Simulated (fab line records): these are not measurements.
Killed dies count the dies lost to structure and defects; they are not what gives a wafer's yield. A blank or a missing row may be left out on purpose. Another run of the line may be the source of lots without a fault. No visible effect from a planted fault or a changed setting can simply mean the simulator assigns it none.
A lot that was struck, set against a sound lot | flow gf180mcu | 15 out of 602 route steps
Sound: wafers L762.1, L762.2, L762.4. Struck: wafers L770.3, L770.5 (left out: L770.1, a lot-mate that was not struck); the cause follows at the end.
Each step with rows lists, per side, the tool, then ch with its chambers, then its first start. Under that, the readings that differ: sound wafers | struck wafers | difference of the means | sigmas: that difference in standard deviations of wafers without a fault.
alike: readings with means less than 2 such deviations apart, plus words and numbers identical on both sides. not compared: withheld readings, readings lacking a value on some wafer, bounds such as >300 that could conceal the same value, and numbers that have no deviation in the record and whose values overlap.
A row with sigmas, a row that says differs or no value, or rows on one side alone: a step with any of these is where the two part. When numbers do not overlap yet have no deviation, they are printed without sigmas and do not part them. Lack of a reading on every wafer of one side parts them only where that side has two or more wafers.

GF_M4_SPUTTER_04: material TiN, target thk 50 nm, time 41.7 s.
  sound on pvd_sputter-01, day 25 17:46; struck on pvd_sputter-01, day 27 23:07
  alike: throttle_valve_pct
GF_M4_RS_MEAS_05: a four-point-probe measurement.
  sound on film_metro-02, day 25 17:49; struck on film_metro-04, day 27 23:09
  alike: M4_ALCU_RS
GF_M4_THK_MEAS_06: measures by xrf.
  sound on film_metro-02, day 25 17:56; struck on film_metro-04, day 27 23:16
  alike: M4_ALCU_THK
then, 7 steps without rows for these wafers: GF_M4_DEHYDRATE_07 (time 60 s); GF_M4_HMDS_08 (prime time 60 s); GF_M4_COAT_09 (resist thk 1000 nm); GF_M4_SOFTBAKE_10 (time 60 s); GF_M4_EXPOSE_11 (exposes mask Metal4, target cd 280 nm); GF_M4_PEB_12 (peb time 90 s); GF_M4_DEVELOP_13 (develop time 60 s).
GF_M4_CD_MEAS_14: the cd target is 280 nm.
  sound on cd_sem-01, day 26 14:16; struck on cd_sem-02, day 28 18:12
  alike: cd_nm
GF_M4_OVL_MEAS_15:
  sound on overlay-01, day 26 14:23; struck on overlay-02, day 28 18:19
  reading     | sound   | struck | difference | sigmas
  M4_OVL (nm) | 9 13 12 | -2 -5  | -15        | -3
GF_M4_METAL_ETCH_16: etches the open film in Cl2/BCl3, stops on SiO2, target depth 750.8 nm, time 125.1 s.
  sound on rie_metal-04 ch 0, day 26 14:25; struck on rie_metal-04 ch 1, day 28 18:22
  reading                             | sound                | struck        | difference | sigmas
  drypump_motor_current_A (A)         | 5.5 5.6 5.5          | 6.3 6.3       | +0.8       | +2
  oes_product_au (a.u.)               | 0.997 0.989 0.992    | 0.807 0.814   | -0.182     | -36
  throttle_valve_pct (%)              | 28.231 28.226 28.225 | 28.441 28.431 | +0.209     | +21
  model.KrF_of_M4_COAT_09.thk_nm (nm) | 675 676.9 677.1      | 781.1 779.1   | +103.8     |
  not compared: rf_hours_counter_h
GF_M4_STRIP_17: strips in O2/N2.
  sound on plasma_asher-03 ch 0,1, day 26 14:40; struck on plasma_asher-02 ch 1, day 28 18:29
  reading                      | sound             | struck      | difference | sigmas
  oes_product_au (a.u.)        | 0.531 0.532 0.535 | 0.576 0.576 | +0.043     | +8
  strip_time_to_endpoint_s (s) | 7.29 7.30 7.31    | 8.32 8.29   | +1.00      | +24
  alike: drypump_motor_current_A, heater_power_w
  not compared: rf_hours_counter_h
then, 1 step without rows for these wafers: GF_M4_STRIP_18 (strips in post etch residue remover, time 1200 s).

## WHERE THEY PART
First at GF_M4_OVL_MEAS_15; last, within this record, at GF_M4_STRIP_17.

WHY: what the simulator had put in
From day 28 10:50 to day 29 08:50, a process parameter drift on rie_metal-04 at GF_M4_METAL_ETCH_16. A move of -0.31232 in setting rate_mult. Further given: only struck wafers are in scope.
